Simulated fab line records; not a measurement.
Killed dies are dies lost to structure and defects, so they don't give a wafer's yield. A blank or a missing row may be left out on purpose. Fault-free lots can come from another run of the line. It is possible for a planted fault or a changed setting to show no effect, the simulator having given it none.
fab line records	flow sky130
[record] lots = 24	wafers = 72	lastDay = 50
route steps=708 shown LI_CONTACT@383 LOCAL_INTERCONNECT@400 CONTACT@424 METAL2@486 METAL4@598
lots untouched by any fault: they come from a run of this same line in which no faults occurred
startH: the number of hours between the record's first day and the start of the first shown wafer of the lot	waitH: time in hours since the lot's previous step	" as in the row above	L1.1+2: a row that stands for several wafers	- no value present, or no start provided	* or withheld: withheld	< > ~ a bound
route shown NAME@n: names a module that has steps shown in the file, with the first one's number in the route	usual: mean and standard deviation over wafers with no fault	same: alike in all rows	chamber/n: place in a boat	sites: the reading at each site	_std_site: the standard deviation of these	_edge_site: the outer-site mean with the inner-site mean subtracted	radiusMm: how far each site lies from the wafer's centre	mask NAME#n: copy n	behind: the most recent tool/chamber to have shaped the wafer	hold: what put the lot on hold/how long, in hours/how the hold closed	device: whichever transistor did not switch (one of n, p or np)	end of line: the tests these same wafers got at the end of their route	step lacking rows: just its recipe	killed: at the first sort, the dies lost to defects and structure; wafer yield is something else	map: a wafer's dies, marking killed ones x, the rest . and places with no die _
set.NAME: the setting the step ran with; set.NAME@STEP: the setting that earlier step ran with	model.NAME: the simulator's own value behind a step, which no gauge read
steps of the route over a sample of lots; a table a step, a row a wafer
services: from which hour (startH, from the record's first day; less than 0 if before it) a tool's chamber was out of use, for how many hours, and why
[[steps]]
[step SKY_LI_CONTACT_CVD_21]
[recipe] material = W	targetThkNm = 400	timeS = 120.56	tempC = 400	pressureTorr = 40
[usual] heaterPowerW = 875/120
lot.wafer	tool	chamber	startH	waitH	heaterPowerW
L074.1	cvdW-02	1	682.14	0.0	896
L074.2	"	0	"	"	697
L074.6	"	0	"	"	698
L075.1	cvdW-01	1	685.37	0.0	1036
L075.2	"	0	"	"	865
L075.6	"	0	"	"	863
L076.1	cvdW-02	1	689.59	0.0	887
L076.3	"	0	"	"	712
L076.5	"	0	"	"	709
L078.1	cvdW-01	1	691.37	0.0	1016
L078.3	"	1	"	"	1013
L078.5	"	1	"	"	1043
L077.2	cvdW-02	0	704.24	0.0	687
L077.4	"	0	"	"	691
L077.5	"	0	"	"	704
L079.1	cvdW-01	0	708.16	0.0	831
L079.2	"	1	"	"	1046
L079.3	"	1	"	"	1080
L080.1	cvdW-02	1	717.18	0.0	886
L080.4	"	1	"	"	902
L080.6	"	0	"	"	701
L081.2	cvdW-02	1	737.90	0.0	900
L081.4	"	1	"	"	884
L081.5	"	0	"	"	716
L082.4	cvdW-01	0	738.76	0.1	887
L082.5	"	1	"	"	1063
L082.6	"	0	"	"	879
L083.2	cvdW-02	0	742.37	0.0	698
L083.3	"	0	"	"	702
L083.4	"	1	"	"	891
L084.1	cvdW-01	1	749.82	0.0	1038
L084.4	"	1	"	"	1049
L084.6	"	0	"	"	868
L085.1	cvdW-01	1	757.73	0.0	1053
L085.3	"	1	"	"	1032
L085.6	"	1	"	"	1016
L086.1	cvdW-02	0	764.10	0.0	704
L086.2	"	1	"	"	893
L086.6	"	0	"	"	711
L087.1	cvdW-02	1	774.07	0.0	876
L087.5	"	0	"	"	682
L087.6	"	1	"	"	891
L088.2	cvdW-01	0	785.88	0.0	874
L088.4	"	0	"	"	863
L088.5	"	0	"	"	872
L089.2	cvdW-02	1	791.84	0.0	897
L089.3	"	0	"	"	685
L089.5	"	1	"	"	900
L090.4	cvdW-02	1	800.56	0.1	905
L090.5	"	0	"	"	697
L090.6	"	1	"	"	906
L091.2	cvdW-01	1	810.88	0.0	1041
L091.3	"	1	"	"	1035
L091.6	"	0	"	"	884
L092.1	cvdW-01	1	812.22	0.0	1060
L092.2	"	0	"	"	875
L092.6	"	1	"	"	1033
L093.1	cvdW-01	0	821.82	0.0	905
L093.4	"	1	"	"	1045
L093.5	"	1	"	"	1056
L094.1	cvdW-01	0	824.97	0.0	859
L094.3	"	1	"	"	1039
L094.6	"	0	"	"	901
L095.1	cvdW-02	1	835.59	0.0	884
L095.5	"	1	"	"	904
L095.6	"	0	"	"	715
L096.2	cvdW-02	1	842.49	0.0	876
L096.4	"	0	"	"	707
L096.6	"	0	"	"	714
L097.3	cvdW-01	0	858.93	0.1	881
L097.4	"	1	"	"	1047
L097.5	"	1	"	"	1035
[step SKY_LOCAL_INTERCONNECT_ETCH_13]
[recipe] chemistry = N2/H2	target = BARC	ionEnergyEv = 200	biasW = 100	pressureMtorr = 30	n2FlowSccm = 100	h2FlowSccm = 200	icpW = 500	stopOn = SiO2	timeS = 45.9	targetDepthA = 600
[usual] chamberPressureMTorr = 30.000/0.025	drypumpMotorCurrentA = 6.0/0.37	oesProductAu = 0.855/0.0045	throttleValvePct = 13.225/0.0096
lot.wafer	tool	chamber	startH	waitH	chamberPressureMTorr	drypumpMotorCurrentA	oesProductAu	rfHoursCounterH	throttleValvePct
L074.1	rieMetal-01	0	710.41	0.0	29.995	5.5	0.855	2	13.235
L074.2	"	1	"	"	30.036	6.1	0.859	13	13.232
L074.6	"	0	"	"	29.996	5.5	0.857	-	13.213
L075.1	rieMetal-04	0	714.18	0.0	30.046	5.9	0.863	2	13.210
L075.2	"	1	"	"	29.985	6.7	0.856	10	13.218
L075.6	"	0	"	"	30.023	5.9	0.855	-	13.225
L076.1	rieMetal-01	0	717.63	0.0	29.965	5.5	0.857	2	13.232
L076.3	"	1	"	"	30.054	6.1	0.858	-	13.205
L076.5	"	1	"	"	30.037	6.1	0.857	-	13.234
L078.1	rieMetal-02	0	719.53	0.0	30.005	5.7	0.854	14	13.241
L078.3	"	0	"	"	30.011	5.7	0.854	-	13.210
L078.5	"	0	"	"	30.003	5.6	0.848	-	13.248
L077.2	rieMetal-01	0	732.84	0.0	30.013	5.5	0.846	2	13.219
L077.4	"	0	"	"	30.019	5.5	0.847	-	13.231
L077.5	"	1	"	"	30.003	6.1	0.849	-	13.240
L079.1	rieMetal-02	1	736.46	0.0	30.026	6.0	0.854	1	13.212
L079.2	"	0	"	"	29.959	5.7	0.845	15	13.229
L079.3	"	1	"	"	29.925	6.0	0.858	-	13.228
L080.1	rieMetal-04	0	745.48	0.0	29.968	5.9	0.849	3	13.220
L080.4	"	1	"	"	30.018	6.8	0.857	-	13.223
L080.6	"	0	"	"	30.017	5.9	0.852	-	13.223
L081.2	rieMetal-02	1	766.00	0.0	29.965	6.0	0.848	2	13.226
L081.4	"	1	"	"	30.007	6.0	0.856	-	13.225
L081.5	"	0	"	"	30.030	5.7	0.846	-	13.227
L082.4	rieMetal-04	1	766.68	0.0	30.021	6.7	0.855	-	13.218
L082.5	"	0	"	"	29.988	5.9	0.852	-	13.233
L082.6	"	1	"	"	29.989	6.8	0.860	-	13.213
L083.2	rieMetal-01	0	769.96	0.0	29.993	5.5	0.863	2	13.222
L083.3	"	1	"	"	29.999	6.1	0.849	-	13.235
L083.4	"	0	"	"	29.960	5.5	0.851	-	13.216
L084.1	rieMetal-02	1	777.71	0.0	30.003	6.0	0.848	2	13.209
L084.4	"	0	"	"	29.987	5.7	0.850	-	13.205
L084.6	"	0	"	"	29.996	5.7	0.852	-	13.220
L085.1	rieMetal-02	1	784.73	0.0	29.988	6.0	0.860	3	13.228
L085.3	"	1	"	"	29.989	6.0	0.859	-	13.222
L085.6	"	1	"	"	30.057	6.0	0.857	-	13.237
L086.1	rieMetal-02	1	791.26	0.0	30.007	6.0	0.852	3	13.216
L086.2	"	1	"	"	30.019	6.0	0.851	-	13.210
L086.6	"	1	"	"	29.998	6.0	0.859	-	13.211
L087.1	rieMetal-04	0	801.21	0.0	30.002	5.9	0.853	6	13.216
L087.5	"	0	"	"	30.008	5.9	0.851	-	13.236
L087.6	"	1	"	"	30.019	6.7	0.855	-	13.240
L088.2	rieMetal-02	1	813.20	0.0	30.003	6.0	0.856	-	13.230
L088.4	"	1	"	"	30.044	6.0	0.855	-	13.214
L088.5	"	1	"	"	29.977	6.0	0.856	-	13.229
L089.2	rieMetal-01	0	818.68	0.0	30.026	5.5	0.857	3	13.217
L089.3	"	0	"	"	29.974	5.6	0.851	-	13.225
L089.5	"	0	"	"	30.011	5.5	0.851	-	13.215
L090.4	rieMetal-01	1	827.20	0.0	29.977	6.1	0.854	-	13.231
L090.5	"	0	"	"	30.004	5.5	0.855	-	13.216
L090.6	"	1	"	"	30.027	6.1	0.847	-	13.223
L091.2	rieMetal-04	1	837.66	0.0	30.013	6.8	0.852	16	13.230
L091.3	"	1	"	"	30.010	6.7	0.852	-	13.212
L091.6	"	0	"	"	29.997	5.9	0.853	-	13.211
L092.1	rieMetal-02	0	838.93	0.0	30.012	5.7	0.856	1	13.226
L092.2	"	1	"	"	30.005	6.0	0.854	7	13.207
L092.6	"	0	"	"	30.000	5.7	0.860	-	13.227
L093.1	rieMetal-01	0	848.78	0.0	30.007	5.5	0.854	4	13.223
L093.4	"	0	"	"	29.994	5.5	0.857	-	13.221
L093.5	"	0	"	"	30.067	5.5	0.846	-	13.212
L094.1	rieMetal-02	1	851.48	0.0	29.990	6.0	0.850	8	13.217
L094.3	"	1	"	"	29.981	6.0	0.853	-	13.247
L094.6	"	0	"	"	29.990	5.7	0.864	-	13.215
L095.1	rieMetal-04	1	862.48	0.0	29.967	6.8	0.851	16	13.216
L095.5	"	0	"	"	29.990	5.9	0.851	-	13.228
L095.6	"	1	"	"	30.004	6.8	0.852	-	13.205
L096.2	rieMetal-02	0	869.48	0.0	29.991	5.7	0.853	2	13.237
L096.4	"	0	"	"	30.001	5.7	0.848	-	13.230
L096.6	"	1	"	"	29.978	6.0	0.858	-	13.248
L097.3	rieMetal-04	1	885.40	0.0	29.997	6.7	0.848	-	13.215
L097.4	"	0	"	"	30.007	5.9	0.864	-	13.235
L097.5	"	1	"	"	30.051	6.8	0.856	-	13.237
[step SKY_CONTACT_ETCH_18]
[recipe] target = Si3N4	chemistry = CHF3/O2	stopOn = TiN	sourceW = 600	biasW = 200	pressureMtorr = 40	chf3FlowSccm = 50	O2_flow_sccm = 5	timeS = 39	targetDepthA = 750
[usual] chamberPressureMTorr = 40.00/0.034	drypumpMotorCurrentA = 5.7/0.31	oesProductAu = 0.853/0.0081	throttleValvePct = 8.791/0.01
lot.wafer	tool	chamber	startH	waitH	chamberPressureMTorr	drypumpMotorCurrentA	oesProductAu	rfHoursCounterH	throttleValvePct
L074.1	rieDiel-03	2	-	-	40.04	5.4	0.850	16	8.791
L074.2	"	1	"	"	39.98	6.0	0.862	33	8.796
L074.6	"	3	"	"	39.98	5.6	0.862	-	8.807
L075.1	rieDiel-01	3	-	-	40.02	5.9	0.848	19	8.790
L075.2	"	0	"	"	40.05	6.2	0.856	12	8.804
L075.6	"	1	"	"	40.01	5.7	0.860	-	8.788
L076.1	rieDiel-01	1	-	-	40.06	5.7	0.837	15	8.780
L076.3	"	0	"	"	39.99	6.2	0.837	12	8.784
L076.5	"	2	"	"	39.95	6.1	0.838	-	8.776
L078.1	rieDiel-02	2	-	-	39.95	5.5	0.852	5	8.766
L078.3	"	3	"	"	40.03	5.1	0.840	32	8.791
L078.5	"	1	"	"	39.98	5.9	0.847	-	8.804
L077.2	rieDiel-02	3	-	-	40.07	5.1	0.834	32	8.784
L077.4	"	2	"	"	39.91	5.5	0.851	6	8.783
L077.5	"	2	"	"	39.99	5.5	0.849	-	8.806
L079.1	rieDiel-03	2	-	-	39.96	5.4	0.844	17	8.790
L079.2	"	3	"	"	40.01	5.6	0.843	5	8.780
L079.3	"	1	"	"	39.96	6.0	0.844	33	8.800
L080.1	rieDiel-01	2	-	-	39.91	6.1	0.847	15	8.798
L080.4	"	1	"	"	40.05	5.7	0.857	15	8.776
L080.6	"	0	"	"	39.99	6.2	0.862	-	8.793
L081.2	rieDiel-01	2	-	-	40.00	6.1	0.855	16	8.813
L081.4	"	0	"	"	40.02	6.2	0.855	14	8.789
L081.5	"	0	"	"	39.92	6.2	0.868	-	8.800
L082.4	rieDiel-03	0	-	-	40.05	5.8	0.864	8	8.803
L082.5	"	1	"	"	39.96	6.0	0.855	-	8.793
L082.6	"	2	"	"	40.04	5.4	0.863	-	8.797
L083.2	rieDiel-03	3	-	-	40.08	5.6	0.850	5	8.809
L083.3	"	0	"	"	39.91	5.9	0.835	8	8.777
L083.4	"	2	"	"	40.03	5.4	0.846	18	8.807
L084.1	rieDiel-01	2	-	-	39.99	6.1	0.856	16	8.794
L084.4	"	3	"	"	39.95	6.0	0.851	20	8.767
L084.6	"	0	"	"	40.06	6.2	0.851	-	8.789
L085.1	rieDiel-03	0	-	-	39.97	5.8	0.846	8	8.816
L085.3	"	1	"	"	40.01	6.0	0.858	34	8.776
L085.6	"	2	"	"	39.98	5.4	0.856	-	8.780
L086.1	rieDiel-02	1	-	-	40.00	6.0	0.846	9	8.799
L086.2	"	0	"	"	39.97	5.8	0.849	30	8.785
L086.6	"	0	"	"	40.03	5.7	0.863	-	8.789
L087.1	rieDiel-01	0	-	-	39.93	6.2	0.842	15	8.785
L087.5	"	2	"	"	40.02	6.1	0.854	-	8.803
L087.6	"	1	"	"	39.97	5.7	0.845	-	8.802
L088.2	rieDiel-03	3	-	-	40.01	5.6	0.842	6	8.797
L088.4	"	1	"	"	40.00	6.0	0.854	0	8.785
L088.5	"	3	"	"	39.99	5.6	0.854	-	8.787
L089.2	rieDiel-02	3	-	-	39.97	5.1	0.845	0	8.785
L089.3	"	2	"	"	40.03	5.5	0.843	8	8.785
L089.5	"	1	"	"	39.96	5.9	0.849	-	8.800
L090.4	rieDiel-03	3	-	-	40.04	5.6	0.875	7	8.789
L090.5	"	3	"	"	40.01	5.6	0.859	-	8.792
L090.6	"	0	"	"	39.94	5.9	0.870	-	8.800
L091.2	rieDiel-02	1	-	-	39.93	5.9	0.848	10	8.782
L091.3	"	0	"	"	39.95	5.7	0.851	0	8.803
L091.6	"	2	"	"	40.01	5.5	0.866	-	8.781
L092.1	rieDiel-02	0	-	-	40.03	5.7	0.845	0	8.794
L092.2	"	2	"	"	39.98	5.5	0.850	9	8.801
L092.6	"	1	"	"	39.99	5.9	0.851	-	8.783
L093.1	rieDiel-02	1	-	-	40.01	5.9	0.855	11	8.789
L093.4	"	2	"	"	39.99	5.5	0.857	10	8.784
L093.5	"	2	"	"	39.98	5.5	0.859	-	8.799
L094.1	rieDiel-02	2	-	-	39.94	5.5	0.839	10	8.791
L094.3	"	1	"	"	40.08	5.9	0.851	11	8.782
L094.6	"	2	"	"	39.98	5.5	0.851	-	8.789
L095.1	rieDiel-02	0	-	-	39.98	5.8	0.847	1	8.786
L095.5	"	1	"	"	40.04	5.9	0.858	-	8.809
L095.6	"	0	"	"	40.01	5.8	0.869	-	8.809
L096.2	rieDiel-02	0	-	-	40.00	5.8	0.854	1	8.811
L096.4	"	3	"	"	40.02	5.2	0.859	3	8.781
L096.6	"	3	"	"	39.99	5.1	0.857	-	8.806
L097.3	rieDiel-01	2	-	-	40.01	6.1	0.831	20	8.782
L097.4	"	3	"	"	40.03	6.0	0.854	25	8.792
L097.5	"	2	"	"	40.02	6.1	0.858	-	8.784
[step SKY_CONTACT_CVD_24]
[recipe] material = W	targetThkNm = 340	timeS = 102.12	tempC = 400	pressureTorr = 40
[usual] heaterPowerW = 886/120
lot.wafer	tool	chamber	startH	waitH	heaterPowerW
L074.1	cvdW-02	0	739.87	0.0	698
L074.2	"	1	"	"	895
L074.6	"	1	"	"	919
L075.1	cvdW-02	1	744.20	0.0	888
L075.2	"	0	"	"	689
L075.6	"	1	"	"	896
L076.1	cvdW-01	0	747.05	0.0	860
L076.3	"	1	"	"	1018
L076.5	"	1	"	"	1066
L078.1	cvdW-02	0	749.55	0.0	704
L078.3	"	1	"	"	871
L078.5	"	1	"	"	901
L077.2	cvdW-02	1	762.01	0.0	869
L077.4	"	1	"	"	918
L077.5	"	1	"	"	905
L079.1	cvdW-01	1	765.81	0.0	1039
L079.2	"	0	"	"	883
L079.3	"	1	"	"	1054
L080.1	cvdW-02	1	774.57	0.0	887
L080.4	"	1	"	"	889
L080.6	"	1	"	"	887
L081.2	cvdW-02	0	795.02	0.0	712
L081.4	"	0	"	"	702
L081.5	"	1	"	"	889
L082.4	cvdW-01	0	795.41	0.1	866
L082.5	"	1	"	"	1036
L082.6	"	0	"	"	867
L083.2	cvdW-02	1	799.51	0.0	934
L083.3	"	1	"	"	911
L083.4	"	0	"	"	714
L084.1	cvdW-02	0	806.00	0.0	698
L084.4	"	0	"	"	700
L084.6	"	1	"	"	891
L085.1	cvdW-01	0	813.35	0.0	878
L085.3	"	0	"	"	863
L085.6	"	1	"	"	1059
L086.1	cvdW-01	1	819.66	0.0	1037
L086.2	"	0	"	"	869
L086.6	"	0	"	"	890
L087.1	cvdW-01	1	830.40	0.0	1051
L087.5	"	0	"	"	859
L087.6	"	1	"	"	1048
L088.2	cvdW-01	0	841.22	0.0	885
L088.4	"	1	"	"	1047
L088.5	"	1	"	"	1005
L089.2	cvdW-01	0	846.06	0.0	869
L089.3	"	1	"	"	1025
L089.5	"	0	"	"	880
L090.4	cvdW-01	0	855.74	0.1	891
L090.5	"	1	"	"	1066
L090.6	"	0	"	"	880
L091.2	cvdW-01	1	865.92	0.0	1058
L091.3	"	1	"	"	1052
L091.6	"	1	"	"	1045
L092.1	cvdW-01	0	866.92	0.0	891
L092.2	"	1	"	"	1021
L092.6	"	0	"	"	888
L093.1	cvdW-02	1	875.87	0.1	920
L093.4	"	1	"	"	895
L093.5	"	0	"	"	705
L094.1	cvdW-01	1	879.34	0.0	1059
L094.3	"	1	"	"	1030
L094.6	"	1	"	"	1061
L095.1	cvdW-01	1	890.32	0.0	1066
L095.5	"	0	"	"	868
L095.6	"	1	"	"	1038
L096.2	cvdW-02	1	897.46	0.0	913
L096.4	"	1	"	"	881
L096.6	"	1	"	"	894
L097.3	cvdW-02	0	912.61	0.1	709
L097.4	"	1	"	"	924
L097.5	"	1	"	"	883
[step SKY_METAL2_SPUTTER_03]
[recipe] material = Ti	targetThkNm = 5	powerW = 3000	timeS = 3.3	chamberPressurePa = 0.4
[usual] cathodeDcPowerW = 3000.0/0.56	throttleValvePct = 30.5/1.5
lot.wafer	tool	chamber	startH	waitH	cathodeDcPowerW	throttleValvePct
L074.1	pvdSputter-04	-	796.30	0.0	2999.9	31.1
L074.2	"	-	"	"	2999.9	30.6
L074.6	"	-	"	"	2999.6	29.2
L075.1	pvdSputter-01	-	801.06	0.0	3000.3	32.3
L075.2	"	-	"	"	3000.6	29.6
L075.6	"	-	"	"	2999.3	32.5
L076.1	pvdSputter-02	-	804.35	0.0	2999.8	28.4
L076.3	"	-	"	"	2999.2	30.0
L076.5	"	-	"	"	3000.4	28.7
L078.1	pvdSputter-01	-	805.96	0.0	2999.9	32.6
L078.3	"	-	"	"	3000.0	29.5
L078.5	"	-	"	"	2999.1	32.7
L077.2	pvdSputter-02	-	817.86	0.0	2998.8	28.4
L077.4	"	-	"	"	3000.7	30.5
L077.5	"	-	"	"	2999.7	32.2
L079.1	pvdSputter-01	-	822.42	0.0	3000.4	32.5
L079.2	"	-	"	"	2999.3	30.1
L079.3	"	-	"	"	3000.8	29.4
L080.1	pvdSputter-02	-	830.96	0.0	3000.2	29.2
L080.4	"	-	"	"	2999.3	32.2
L080.6	"	-	"	"	3000.4	32.4
L081.2	pvdSputter-02	-	850.71	0.0	2999.4	30.2
L081.4	"	-	"	"	2999.6	28.6
L081.5	"	-	"	"	3001.0	28.6
L082.4	pvdSputter-04	-	851.34	0.0	2999.6	29.1
L082.5	"	-	"	"	2999.7	30.9
L082.6	"	-	"	"	3001.0	28.7
L083.2	pvdSputter-01	-	854.61	0.0	3000.1	29.4
L083.3	"	-	"	"	2999.8	32.8
L083.4	"	-	"	"	2999.9	29.7
L084.1	pvdSputter-02	-	861.83	0.0	3000.1	28.6
L084.4	"	-	"	"	2999.9	29.3
L084.6	"	-	"	"	3000.1	28.4
L085.1	pvdSputter-01	-	869.53	0.0	3001.4	32.6
L085.3	"	-	"	"	3001.2	29.3
L085.6	"	-	"	"	2999.5	29.7
L086.1	pvdSputter-01	-	874.31	0.0	2999.9	29.8
L086.2	"	-	"	"	2999.7	32.8
L086.6	"	-	"	"	3000.7	29.3
L087.1	pvdSputter-02	-	885.97	0.0	3000.1	28.7
L087.5	"	-	"	"	3000.4	28.7
L087.6	"	-	"	"	3000.1	29.2
L088.2	pvdSputter-01	-	896.56	0.0	2999.7	32.5
L088.4	"	-	"	"	3000.8	29.5
L088.5	"	-	"	"	2999.6	32.2
L089.2	pvdSputter-01	-	901.18	0.0	2999.6	32.7
L089.3	"	-	"	"	3000.0	29.5
L089.5	"	-	"	"	2999.7	29.8
L090.4	pvdSputter-02	-	910.99	0.0	3000.1	30.5
L090.5	"	-	"	"	2999.1	29.4
L090.6	"	-	"	"	2999.8	30.0
L091.2	pvdSputter-02	-	921.89	0.0	3000.4	32.4
L091.3	"	-	"	"	3001.0	30.1
L091.6	"	-	"	"	2999.1	32.4
L092.1	pvdSputter-02	-	922.18	0.0	2999.5	29.8
L092.2	"	-	"	"	2999.9	28.6
L092.6	"	-	"	"	3001.2	29.5
L093.1	pvdSputter-01	-	929.95	0.0	2999.9	29.8
L093.4	"	-	"	"	3000.0	32.8
L093.5	"	-	"	"	3000.0	32.5
L094.1	pvdSputter-01	-	932.94	0.0	3000.2	32.8
L094.3	"	-	"	"	2999.4	32.6
L094.6	"	-	"	"	2999.2	29.8
L095.1	pvdSputter-02	-	942.88	0.0	3000.0	29.7
L095.5	"	-	"	"	3000.3	32.2
L095.6	"	-	"	"	2999.3	28.6
L096.2	pvdSputter-02	-	949.52	0.0	3000.3	30.3
L096.4	"	-	"	"	2999.7	32.2
L096.6	"	-	"	"	3000.6	28.7
L097.3	pvdSputter-01	-	964.92	0.0	2999.6	29.8
L097.4	"	-	"	"	2999.6	32.5
L097.5	"	-	"	"	2999.5	32.3
[step SKY_METAL4_SPUTTER_00]
[recipe] material = Ti	targetThkNm = 15	powerW = 3000	timeS = 10	chamberPressurePa = 0.4
[usual] cathodeDcPowerW = 3000.0/0.59	throttleValvePct = 30.4/1.2
lot.wafer	tool	chamber	startH	waitH	cathodeDcPowerW	throttleValvePct
L074.1	pvdSputter-03	-	931.79	0.2	3000.0	31.6
L074.2	"	-	"	"	2999.8	30.8
L074.6	"	-	"	"	2999.9	31.7
L075.1	pvdSputter-03	-	932.98	0.2	3000.0	29.3
L075.2	"	-	"	"	3001.0	31.5
L075.6	"	-	"	"	3000.2	31.5
L076.1	pvdSputter-03	-	937.69	0.2	3000.5	29.0
L076.3	"	-	"	"	2999.4	31.8
L076.5	"	-	"	"	2999.7	29.1
L078.1	pvdSputter-03	-	939.74	0.2	3000.8	30.8
L078.3	"	-	"	"	3000.7	29.2
L078.5	"	-	"	"	3000.3	31.7
L077.2	pvdSputter-04	-	950.29	0.2	2999.4	29.4
L077.4	"	-	"	"	3000.8	29.2
L077.5	"	-	"	"	2999.4	29.2
L079.1	pvdSputter-03	-	954.83	0.2	2999.7	28.9
L079.2	"	-	"	"	2999.9	31.8
L079.3	"	-	"	"	3000.0	29.1
L080.1	pvdSputter-01	-	962.34	0.1	3000.2	29.4
L080.4	"	-	"	"	2999.8	32.6
L080.6	"	-	"	"	2999.7	29.2
L081.2	pvdSputter-03	-	982.08	0.2	2998.9	29.4
L081.4	"	-	"	"	3000.1	29.0
L081.5	"	-	"	"	2999.8	31.7
L082.4	pvdSputter-04	-	982.65	0.2	3000.6	29.3
L082.5	"	-	"	"	2999.9	29.2
L082.6	"	-	"	"	2999.8	31.3
L083.2	pvdSputter-04	-	983.81	0.2	3000.0	30.8
L083.3	"	-	"	"	3000.1	28.9
L083.4	"	-	"	"	3000.3	31.1
L084.1	pvdSputter-04	-	992.80	0.1	2999.6	30.8
L084.4	"	-	"	"	3000.5	31.0
L084.6	"	-	"	"	2999.4	30.7
L085.1	pvdSputter-01	-	997.35	0.1	2999.9	29.2
L085.3	"	-	"	"	2999.5	32.5
L085.6	"	-	"	"	2999.6	33.0
L086.1	pvdSputter-01	-	1004.04	0.2	3000.4	32.1
L086.2	"	-	"	"	3000.1	33.0
L086.6	"	-	"	"	2999.5	32.3
L087.1	pvdSputter-04	-	1014.72	0.2	3000.7	29.2
L087.5	"	-	"	"	3000.4	30.9
L087.6	"	-	"	"	2999.0	29.4
L088.2	pvdSputter-03	-	1023.44	0.2	3000.2	30.7
L088.4	"	-	"	"	2999.9	29.3
L088.5	"	-	"	"	3000.5	29.3
L089.2	pvdSputter-01	-	1027.16	0.2	2999.8	32.5
L089.3	"	-	"	"	2999.2	32.4
L089.5	"	-	"	"	2999.2	29.6
L090.4	pvdSputter-04	-	1046.87	0.2	2999.0	30.5
L090.5	"	-	"	"	2998.9	31.0
L090.6	"	-	"	"	3000.1	29.2
L091.2	pvdSputter-01	-	1047.64	0.2	3000.4	32.4
L091.3	"	-	"	"	3000.5	32.4
L091.6	"	-	"	"	2999.0	32.3
L092.1	pvdSputter-04	-	1047.98	0.1	3000.2	29.0
L092.2	"	-	"	"	2999.6	31.3
L092.6	"	-	"	"	3000.0	29.4
L093.1	pvdSputter-01	-	1052.94	0.1	2999.6	32.3
L093.4	"	-	"	"	2999.3	32.6
L093.5	"	-	"	"	3000.6	32.8
L094.1	pvdSputter-03	-	1055.82	0.1	2999.8	29.3
L094.3	"	-	"	"	2999.3	30.8
L094.6	"	-	"	"	2998.5	30.8
L095.1	pvdSputter-04	-	1066.95	0.2	3000.2	29.1
L095.5	"	-	"	"	3000.2	29.6
L095.6	"	-	"	"	2998.9	30.7
L096.2	pvdSputter-01	-	1072.04	0.2	3000.4	32.5
L096.4	"	-	"	"	3000.5	29.8
L096.6	"	-	"	"	3001.0	29.6
L097.3	pvdSputter-01	-	1085.78	0.2	2999.4	29.8
L097.4	"	-	"	"	3000.3	32.8
L097.5	"	-	"	"	2999.8	32.5
[[services]]
tool	chamber	startH	hours	kind
cvdW-01	-	666.71	0.5	repair
rieDiel-02	-	675.24	2.8	pm
rieMetal-02	-	686.77	0.2	repair
cvdW-01	-	695.48	1.3	repair
rieDiel-02	-	700.35	0.1	repair
cvdW-01	-	725.45	0.5	repair
rieDiel-02	-	727.87	0.5	repair
pvdSputter-04	-	743.47	5.6	repair
pvdSputter-01	-	747.98	4.6	repair
pvdSputter-01	-	756.17	1.2	repair
rieMetal-02	0	780.41	20.8	repair
rieDiel-02	-	812.82	4.3	pm
rieMetal-02	-	844.04	2.3	repair
pvdSputter-02	-	889.91	4.1	repair
pvdSputter-04	-	892.50	49.8	repair
cvdW-01	-	904.00	14.0	pm
pvdSputter-01	-	906.83	1.0	repair
pvdSputter-01	-	918.32	6.4	repair
cvdW-02	-	942.81	6.9	pm
cvdW-02	-	983.13	0.5	repair
pvdSputter-01	-	1005.31	12.8	repair
cvdW-02	1	1027.36	10.2	repair
cvdW-01	-	1048.42	1.5	repair
pvdSputter-02	-	1071.34	1.6	repair
[[key]]
fault none
